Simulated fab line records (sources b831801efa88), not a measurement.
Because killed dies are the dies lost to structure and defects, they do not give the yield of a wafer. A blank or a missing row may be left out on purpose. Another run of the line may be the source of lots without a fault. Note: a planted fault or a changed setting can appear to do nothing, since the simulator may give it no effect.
Commonality check across tools :: flow sky130 :: Lots sampled 14, wafers sampled 42

== THE REASON FOR OPENING IT ==
Of 14 lots, 2 have the reading VT_ADJUST_LVTN_TW flagged at SKY_VT_ADJUST_LVTN_TW_MEAS_10. Wafers without a fault read 242.6, standard deviation 1.2.
Rule: a lot is flagged when every wafer of it that has a number lies more than 4 standard deviations from that mean, or none has a number. All remaining lots are regarded as sound.

lot: L511
measured: day 6 22:04
on: filmMetro-01
VT_ADJUST_LVTN_TW, wafer by wafer: 243.2 242.6 241.3
flag: 

lot: L512
measured: day 7 02:34
on: filmMetro-04
VT_ADJUST_LVTN_TW, wafer by wafer: 243.9 244.0 245.2
flag: 

lot: L513
measured: day 7 07:38
on: filmMetro-04
VT_ADJUST_LVTN_TW, wafer by wafer: 244.7 244.3 243.8
flag: 

lot: L514
measured: day 8 00:41
on: filmMetro-03
VT_ADJUST_LVTN_TW, wafer by wafer: 241.2 241.0 240.7
flag: 

lot: L516
measured: day 8 15:20
on: filmMetro-01
VT_ADJUST_LVTN_TW, wafer by wafer: 242.0 243.0 242.9
flag: 

lot: L518
measured: day 9 00:12
on: filmMetro-01
VT_ADJUST_LVTN_TW, wafer by wafer: 242.2 240.6 241.0
flag: 

lot: L523
measured: day 10 08:39
on: filmMetro-03
VT_ADJUST_LVTN_TW, wafer by wafer: 30.2 30.1 30.1
flag: FLAGGED

lot: L524
measured: day 10 13:47
on: filmMetro-03
VT_ADJUST_LVTN_TW, wafer by wafer: 30.2 30.4 30.2
flag: FLAGGED

lot: L525
measured: day 10 23:05
on: filmMetro-03
VT_ADJUST_LVTN_TW, wafer by wafer: 244.1 242.7 244.0
flag: 

lot: L526
measured: day 11 04:05
on: filmMetro-04
VT_ADJUST_LVTN_TW, wafer by wafer: 242.3 242.6 243.4
flag: 

lot: L527
measured: day 11 10:05
on: filmMetro-04
VT_ADJUST_LVTN_TW, wafer by wafer: 242.8 242.5 244.1
flag: 

lot: L530
measured: day 12 02:26
on: filmMetro-04
VT_ADJUST_LVTN_TW, wafer by wafer: 244.2 243.9 241.7
flag: 

lot: L532
measured: day 12 22:17
on: filmMetro-03
VT_ADJUST_LVTN_TW, wafer by wafer: 244.5 245.2 243.8
flag: 

lot: L533
measured: day 13 04:24
on: filmMetro-04
VT_ADJUST_LVTN_TW, wafer by wafer: 242.0 241.9 243.5
flag: 
The numbers of the flagged lots are 30.2 on average: -212.4 against the usual, or -99 or more standard deviations.

== WHICH TOOL EACH LOT WENT THROUGH ==
The record holds 1 process step before the reading, out of a route of 708 steps. Each cell gives the tool, then ch followed by the chambers the sampled wafers passed through, then the start.
lot: L511
flag: 
SKY_VT_ADJUST_LVTN_IMPLANT_08: implanter-01 ch 0, day 6 21:50

lot: L512
flag: 
SKY_VT_ADJUST_LVTN_IMPLANT_08: implanter-04 ch 0, day 7 02:20

lot: L513
flag: 
SKY_VT_ADJUST_LVTN_IMPLANT_08: implanter-03 ch 0, day 7 07:23

lot: L514
flag: 
SKY_VT_ADJUST_LVTN_IMPLANT_08: implanter-03 ch 0, day 8 00:26

lot: L516
flag: 
SKY_VT_ADJUST_LVTN_IMPLANT_08: implanter-04 ch 0, day 8 15:05

lot: L518
flag: 
SKY_VT_ADJUST_LVTN_IMPLANT_08: implanter-03 ch 0, day 8 23:58

lot: L523
flag: FLAGGED
SKY_VT_ADJUST_LVTN_IMPLANT_08: implanter-04, day 10 08:26

lot: L524
flag: FLAGGED
SKY_VT_ADJUST_LVTN_IMPLANT_08: implanter-03, day 10 13:32

lot: L525
flag: 
SKY_VT_ADJUST_LVTN_IMPLANT_08: implanter-03 ch 0, day 10 22:50

lot: L526
flag: 
SKY_VT_ADJUST_LVTN_IMPLANT_08: implanter-03 ch 0, day 11 03:51

lot: L527
flag: 
SKY_VT_ADJUST_LVTN_IMPLANT_08: implanter-03 ch 0, day 11 09:50

lot: L530
flag: 
SKY_VT_ADJUST_LVTN_IMPLANT_08: implanter-03 ch 0, day 12 02:11

lot: L532
flag: 
SKY_VT_ADJUST_LVTN_IMPLANT_08: implanter-03 ch 0, day 12 22:02

lot: L533
flag: 
SKY_VT_ADJUST_LVTN_IMPLANT_08: implanter-04 ch 0, day 13 04:11
What is done by these steps:
- SKY_VT_ADJUST_LVTN_IMPLANT_08
- SKY_VT_ADJUST_LVTN_TW_MEAS_10

== FLAGGED AGAINST TOTAL, ONE TOOL AT A TIME (gauges that did the reading follow at the end) ==
step: SKY_VT_ADJUST_LVTN_IMPLANT_08
tool: implanter-01
lots run: 1
flagged: 0
share of the flagged lots: none
sound lots run after its first flagged lot: -

step: SKY_VT_ADJUST_LVTN_IMPLANT_08
tool: implanter-03
lots run: 9
flagged: 1
share of the flagged lots: some
sound lots run after its first flagged lot: 5 (L525,L526,L527,L530,L532)

step: SKY_VT_ADJUST_LVTN_IMPLANT_08
tool: implanter-04
lots run: 4
flagged: 1
share of the flagged lots: some
sound lots run after its first flagged lot: 1 (L533)

step: SKY_VT_ADJUST_LVTN_TW_MEAS_10
tool: filmMetro-01
lots run: 3
flagged: 0
share of the flagged lots: none
sound lots run after its first flagged lot: -

step: SKY_VT_ADJUST_LVTN_TW_MEAS_10
tool: filmMetro-03
lots run: 5
flagged: 2
share of the flagged lots: all
sound lots run after its first flagged lot: 2 (L525,L532)

step: SKY_VT_ADJUST_LVTN_TW_MEAS_10
tool: filmMetro-04
lots run: 6
flagged: 0
share of the flagged lots: none
sound lots run after its first flagged lot: -

== WHAT IS ALLOWED BY THE TABLE ==
All flagged lots share 1 row of the table, namely filmMetro-03 at SKY_VT_ADJUST_LVTN_TW_MEAS_10.
- filmMetro-03 at SKY_VT_ADJUST_LVTN_TW_MEAS_10: 2 of its 5 lots flagged. Sound lots ran on it after the first flagged one (L525, L532), which a lasting fault on the whole tool wouldn't allow.
Every row of the table either missed a flagged lot or ran a sound lot after the first.

== WHAT THE SIMULATOR HAD INSERTED ==
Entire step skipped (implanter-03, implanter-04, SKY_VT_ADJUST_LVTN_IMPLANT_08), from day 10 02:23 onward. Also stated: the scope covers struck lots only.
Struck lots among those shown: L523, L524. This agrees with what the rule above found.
